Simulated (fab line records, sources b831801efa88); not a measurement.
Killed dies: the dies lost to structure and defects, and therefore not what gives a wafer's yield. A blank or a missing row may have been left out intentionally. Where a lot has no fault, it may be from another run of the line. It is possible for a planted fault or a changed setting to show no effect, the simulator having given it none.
Which tool is to blame? || flow gf180mcu || 39 wafers from 13 lots sampled at 5 of the route's 602 steps

== WHAT EACH GAUGE READ, for each wafer ==
GF_HV_LDD_OVL_MEAS_20. Usual: for HV_LDD_01_OVL the level is -0.4 nm and the standard deviation is 1.4.
{"lot": "L135", "measured": "day 11 05:28", "on": "overlay-02", "HV_LDD_01_OVL (nm)": "1.5 1.2 1.7", "flag": ""}
{"lot": "L136", "measured": "day 11 07:35", "on": "overlay-01", "HV_LDD_01_OVL (nm)": "-1.8 -2.0 -2.5", "flag": ""}
{"lot": "L138", "measured": "day 11 23:31", "on": "overlay-01", "HV_LDD_01_OVL (nm)": "-1.8 -1.3 0.7", "flag": ""}
{"lot": "L140", "measured": "day 12 06:12", "on": "overlay-02", "HV_LDD_01_OVL (nm)": "-0.1 -0.6 0.2", "flag": ""}
{"lot": "L141", "measured": "day 12 15:50", "on": "overlay-02", "HV_LDD_01_OVL (nm)": "-2.1 -1.4 -1.2", "flag": ""}
{"lot": "L142", "measured": "day 12 22:28", "on": "overlay-01", "HV_LDD_01_OVL (nm)": "0.2 0.2 -0.3", "flag": ""}
{"lot": "L148", "measured": "day 15 03:39", "on": "overlay-01", "HV_LDD_01_OVL (nm)": "1.5 1.4 0.9", "flag": ""}
{"lot": "L149", "measured": "day 15 08:16", "on": "overlay-01", "HV_LDD_01_OVL (nm)": "-1.0 -1.8 -1.0", "flag": ""}
{"lot": "L150", "measured": "day 15 11:15", "on": "overlay-02", "HV_LDD_01_OVL (nm)": "-0.1 -0.3 -1.4", "flag": ""}
{"lot": "L151", "measured": "day 15 15:38", "on": "overlay-02", "HV_LDD_01_OVL (nm)": "0.6 -1.5 1.1", "flag": ""}
{"lot": "L153", "measured": "day 16 09:36", "on": "overlay-01", "HV_LDD_01_OVL (nm)": "-1.9 -2.9 -3.5", "flag": ""}
{"lot": "L156", "measured": "day 17 11:26", "on": "overlay-02", "HV_LDD_01_OVL (nm)": "-2.2 0.3 -3.0", "flag": ""}
{"lot": "L157", "measured": "day 17 19:24", "on": "overlay-02", "HV_LDD_01_OVL (nm)": "1.7 1.6 1.1", "flag": ""}

GF_HV_LDD_THK_MEAS_55. Usual: for HV_LDD_CVD_54_THK the level is 10.00 nm and the standard deviation is 0.13.
{"lot": "L135", "measured": "day 12 22:25", "on": "film-metro-04", "HV_LDD_CVD_54_THK (nm)": "10.11 9.98 9.98", "flag": ""}
{"lot": "L136", "measured": "day 13 00:54", "on": "film-metro-04", "HV_LDD_CVD_54_THK (nm)": "9.70 9.95 9.92", "flag": ""}
{"lot": "L138", "measured": "day 13 18:13", "on": "film-metro-02", "HV_LDD_CVD_54_THK (nm)": "10.15 10.12 9.93", "flag": ""}
{"lot": "L140", "measured": "day 14 00:31", "on": "film-metro-02", "HV_LDD_CVD_54_THK (nm)": "10.16 10.12 10.08", "flag": ""}
{"lot": "L141", "measured": "day 14 10:43", "on": "film-metro-04", "HV_LDD_CVD_54_THK (nm)": "10.08 10.07 10.10", "flag": ""}
{"lot": "L142", "measured": "day 14 17:16", "on": "film-metro-04", "HV_LDD_CVD_54_THK (nm)": "10.30 10.22 10.07", "flag": ""}
{"lot": "L148", "measured": "day 17 02:01", "on": "film-metro-04", "HV_LDD_CVD_54_THK (nm)": "10.06 9.87 10.14", "flag": ""}
{"lot": "L149", "measured": "day 17 07:43", "on": "film-metro-01", "HV_LDD_CVD_54_THK (nm)": "9.83 9.95 10.00", "flag": ""}
{"lot": "L150", "measured": "day 17 10:30", "on": "film-metro-01", "HV_LDD_CVD_54_THK (nm)": "9.99 10.08 9.87", "flag": ""}
{"lot": "L151", "measured": "day 17 15:14", "on": "film-metro-01", "HV_LDD_CVD_54_THK (nm)": "9.83 9.99 9.94", "flag": ""}
{"lot": "L153", "measured": "day 18 10:53", "on": "film-metro-02", "HV_LDD_CVD_54_THK (nm)": "9.90 9.91 9.93", "flag": ""}
{"lot": "L156", "measured": "day 19 14:46", "on": "film-metro-01", "HV_LDD_CVD_54_THK (nm)": "10.09 10.06 9.95", "flag": ""}
{"lot": "L157", "measured": "day 19 22:39", "on": "film-metro-04", "HV_LDD_CVD_54_THK (nm)": "9.71 9.77 9.76", "flag": ""}

GF_SAB_OVL_MEAS_10. Usual: for SAB_OVL the level is -0.6 nm and the standard deviation is 1.4.
{"lot": "L135", "measured": "day 15 16:32", "on": "overlay-01", "SAB_OVL (nm)": "-0.1 -1.4 -2.1", "flag": ""}
{"lot": "L136", "measured": "day 15 17:25", "on": "overlay-02", "SAB_OVL (nm)": "0.4 0.0 -0.7", "flag": ""}
{"lot": "L138", "measured": "day 16 12:01", "on": "overlay-02", "SAB_OVL (nm)": "-2.5 -0.1 1.5", "flag": ""}
{"lot": "L140", "measured": "day 16 19:20", "on": "overlay-02", "SAB_OVL (nm)": "1.4 -0.8 -0.4", "flag": ""}
{"lot": "L141", "measured": "day 17 07:47", "on": "overlay-02", "SAB_OVL (nm)": "-1.3 0.9 -0.5", "flag": ""}
{"lot": "L142", "measured": "day 17 14:05", "on": "overlay-02", "SAB_OVL (nm)": "2.2 1.2 1.9", "flag": ""}
{"lot": "L148", "measured": "day 20 04:06", "on": "overlay-02", "SAB_OVL (nm)": "-0.6 -1.4 -2.3", "flag": ""}
{"lot": "L149", "measured": "day 20 09:38", "on": "overlay-02", "SAB_OVL (nm)": "-1.5 -0.5 -1.3", "flag": ""}
{"lot": "L150", "measured": "day 20 13:40", "on": "overlay-02", "SAB_OVL (nm)": "0.4 -2.1 -0.1", "flag": ""}
{"lot": "L151", "measured": "day 20 19:37", "on": "overlay-01", "SAB_OVL (nm)": "-1.0 -0.5 -1.6", "flag": ""}
{"lot": "L153", "measured": "day 21 13:16", "on": "overlay-02", "SAB_OVL (nm)": "-0.9 0.4 -0.2", "flag": ""}
{"lot": "L156", "measured": "day 22 16:17", "on": "overlay-01", "SAB_OVL (nm)": "-1.9 -0.3 -3.2", "flag": ""}
{"lot": "L157", "measured": "day 23 00:03", "on": "overlay-02", "SAB_OVL (nm)": "-0.9 -0.7 0.6", "flag": ""}

== EACH LOT AND THE TOOL THAT RAN IT (in order: tool; ch and the chambers of the sampled wafers; start) ==
{"lot": "L135", "GF_PSD_COAT_02": "litho-track-04 ch 0, day 14 07:19", "GF_PSD_STRIP_10": "plasma-asher-02 ch 0,1, day 14 18:16"}
{"lot": "L136", "GF_PSD_COAT_02": "litho-track-04 ch 0, day 14 08:52", "GF_PSD_STRIP_10": "plasma-asher-02 ch 0,1, day 14 19:42"}
{"lot": "L138", "GF_PSD_COAT_02": "litho-track-04 ch 0, day 15 02:47", "GF_PSD_STRIP_10": "plasma-asher-01 ch 0,1, day 15 13:37"}
{"lot": "L140", "GF_PSD_COAT_02": "litho-track-04 ch 0, day 15 09:16", "GF_PSD_STRIP_10": "plasma-asher-04 ch 0,1, day 15 20:49"}
{"lot": "L141", "GF_PSD_COAT_02": "litho-track-04 ch 0, day 15 20:43", "GF_PSD_STRIP_10": "plasma-asher-01 ch 0,1, day 16 08:25"}
{"lot": "L142", "GF_PSD_COAT_02": "litho-track-03 ch 0, day 16 03:42", "GF_PSD_STRIP_10": "plasma-asher-02 ch 0,1, day 16 14:53"}
{"lot": "L148", "GF_PSD_COAT_02": "litho-track-03 ch 0, day 18 14:04", "GF_PSD_STRIP_10": "plasma-asher-02 ch 0,1, day 19 02:30"}
{"lot": "L149", "GF_PSD_COAT_02": "litho-track-01 ch 0, day 18 20:02", "GF_PSD_STRIP_10": "plasma-asher-01 ch 0,1, day 19 08:31"}
{"lot": "L150", "GF_PSD_COAT_02": "litho-track-01 ch 0, day 19 00:19", "GF_PSD_STRIP_10": "plasma-asher-04 ch 0, day 19 13:08"}
{"lot": "L151", "GF_PSD_COAT_02": "litho-track-03 ch 0, day 19 05:37", "GF_PSD_STRIP_10": "plasma-asher-04 ch 0,1, day 19 18:23"}
{"lot": "L153", "GF_PSD_COAT_02": "litho-track-01 ch 0, day 20 00:53", "GF_PSD_STRIP_10": "plasma-asher-04 ch 0,1, day 20 13:08"}
{"lot": "L156", "GF_PSD_COAT_02": "litho-track-01 ch 0, day 21 04:02", "GF_PSD_STRIP_10": "plasma-asher-04 ch 0,1, day 21 16:30"}
{"lot": "L157", "GF_PSD_COAT_02": "litho-track-01 ch 0, day 21 12:34", "GF_PSD_STRIP_10": "plasma-asher-01 ch 1, day 22 00:40"}
- GF_PSD_COAT_02: resist thk 1000 nm.
- GF_PSD_STRIP_10: strips in O2/N2.

== AS READ BY THE TOOLS THEMSELVES (means over the sampled wafers that have a number; for cases with no such wafer, the mark the record gives instead) ==
GF_PSD_COAT_02. Usual: 2999.9 rpm for spin-speed-rpm, sd 2.1.
{"lot": "L135", "tool": "litho-track-04", "spin-speed-rpm (rpm)": 3000.2, "flag": ""}
{"lot": "L136", "tool": "litho-track-04", "spin-speed-rpm (rpm)": 2997.2, "flag": ""}
{"lot": "L138", "tool": "litho-track-04", "spin-speed-rpm (rpm)": 3001.8, "flag": ""}
{"lot": "L140", "tool": "litho-track-04", "spin-speed-rpm (rpm)": 3143.5, "flag": "OFF"}
{"lot": "L141", "tool": "litho-track-04", "spin-speed-rpm (rpm)": 3144.9, "flag": "OFF"}
{"lot": "L142", "tool": "litho-track-03", "spin-speed-rpm (rpm)": 2998.2, "flag": ""}
{"lot": "L148", "tool": "litho-track-03", "spin-speed-rpm (rpm)": 3000.7, "flag": ""}
{"lot": "L149", "tool": "litho-track-01", "spin-speed-rpm (rpm)": 3000.7, "flag": ""}
{"lot": "L150", "tool": "litho-track-01", "spin-speed-rpm (rpm)": 2999.3, "flag": ""}
{"lot": "L151", "tool": "litho-track-03", "spin-speed-rpm (rpm)": 3000.3, "flag": ""}
{"lot": "L153", "tool": "litho-track-01", "spin-speed-rpm (rpm)": 3000.0, "flag": ""}
{"lot": "L156", "tool": "litho-track-01", "spin-speed-rpm (rpm)": 2998.7, "flag": ""}
{"lot": "L157", "tool": "litho-track-01", "spin-speed-rpm (rpm)": 3000.5, "flag": ""}

GF_PSD_STRIP_10. Usual: drypump-motor-current-A 5.6 A, standard deviation 0.61; heater-power-w 346 W, standard deviation 22; oes-product-au 0.592 a.u., standard deviation 0.0049; strip-time-to-endpoint-s 16.51 s, standard deviation 0.032.
{"lot": "L135", "tool": "plasma-asher-02", "drypump-motor-current-A (A)": 5.0, "heater-power-w (W)": 350, "oes-product-au (a.u.)": 0.596, "strip-time-to-endpoint-s (s)": 16.50, "flag": ""}
{"lot": "L136", "tool": "plasma-asher-02", "drypump-motor-current-A (A)": 5.0, "heater-power-w (W)": 350, "oes-product-au (a.u.)": 0.591, "strip-time-to-endpoint-s (s)": 16.49, "flag": ""}
{"lot": "L138", "tool": "plasma-asher-01", "drypump-motor-current-A (A)": 5.4, "heater-power-w (W)": 364, "oes-product-au (a.u.)": 0.589, "strip-time-to-endpoint-s (s)": 16.54, "flag": ""}
{"lot": "L140", "tool": "plasma-asher-04", "drypump-motor-current-A (A)": 6.1, "heater-power-w (W)": 338, "oes-product-au (a.u.)": 0.587, "strip-time-to-endpoint-s (s)": 16.26, "flag": "OFF"}
{"lot": "L141", "tool": "plasma-asher-01", "drypump-motor-current-A (A)": 5.8, "heater-power-w (W)": 355, "oes-product-au (a.u.)": 0.593, "strip-time-to-endpoint-s (s)": 16.20, "flag": "OFF"}
{"lot": "L142", "tool": "plasma-asher-02", "drypump-motor-current-A (A)": 4.8, "heater-power-w (W)": 349, "oes-product-au (a.u.)": 0.595, "strip-time-to-endpoint-s (s)": 16.50, "flag": ""}
{"lot": "L148", "tool": "plasma-asher-02", "drypump-motor-current-A (A)": 4.8, "heater-power-w (W)": 350, "oes-product-au (a.u.)": 0.596, "strip-time-to-endpoint-s (s)": 16.54, "flag": ""}
{"lot": "L149", "tool": "plasma-asher-01", "drypump-motor-current-A (A)": 5.8, "heater-power-w (W)": 354, "oes-product-au (a.u.)": 0.594, "strip-time-to-endpoint-s (s)": 16.53, "flag": ""}
{"lot": "L150", "tool": "plasma-asher-04", "drypump-motor-current-A (A)": 5.5, "heater-power-w (W)": 320, "oes-product-au (a.u.)": 0.593, "strip-time-to-endpoint-s (s)": 16.47, "flag": ""}
{"lot": "L151", "tool": "plasma-asher-04", "drypump-motor-current-A (A)": 5.8, "heater-power-w (W)": 323, "oes-product-au (a.u.)": 0.590, "strip-time-to-endpoint-s (s)": 16.52, "flag": ""}
{"lot": "L153", "tool": "plasma-asher-04", "drypump-motor-current-A (A)": 6.1, "heater-power-w (W)": 332, "oes-product-au (a.u.)": 0.595, "strip-time-to-endpoint-s (s)": 16.53, "flag": ""}
{"lot": "L156", "tool": "plasma-asher-04", "drypump-motor-current-A (A)": 6.1, "heater-power-w (W)": 325, "oes-product-au (a.u.)": 0.592, "strip-time-to-endpoint-s (s)": 16.50, "flag": ""}
{"lot": "L157", "tool": "plasma-asher-01", "drypump-motor-current-A (A)": 5.1, "heater-power-w (W)": 390, "oes-product-au (a.u.)": 0.596, "strip-time-to-endpoint-s (s)": 16.51, "flag": ""}

== THE ANSWER, worked out from the rows above alone ==
Rule: a lot counts as off when the mean over its wafers that have a number is more than 3 standard deviations away from the usual mean. Also off: a lot with no number at a reading for which 4 or more lots have one. Any other lot the step has rows for is counted as sound. The gauges are gone through in route order, then the tools' own readings, and for those a lot's mean is taken as printed above. At the first step where some lot is off, the reading lying furthest off is the one used; lots without a number count as furthest.
Off: L140, L141 (GF_PSD_COAT_02, spin-speed-rpm).
A tool fits if, at that step or a process step before it, it ran every lot that is off, and no sound lot after the first of them. One candidate fits, namely litho-track-04 at GF_PSD_COAT_02. Its last sound lot is L138 (day 15 02:47), its first lot that is off L140 (day 15 09:16): a fault that began between those two fits.
On the lots that are off, the tool's own readings at GF_PSD_COAT_02 differ by more than 5 times the standard deviation of the sound lots' means, which bears it out; spin-speed-rpm reads 3144.2 rpm there versus 2999.8 rpm on the sound lots.

== WHAT THE SIMULATOR HAD PUT IN ==
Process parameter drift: litho-track-04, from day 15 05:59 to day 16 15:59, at GF_PSD_COAT_02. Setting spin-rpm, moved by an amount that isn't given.
Shown lots that were struck: L140, L141. The rule above reached the same finding.
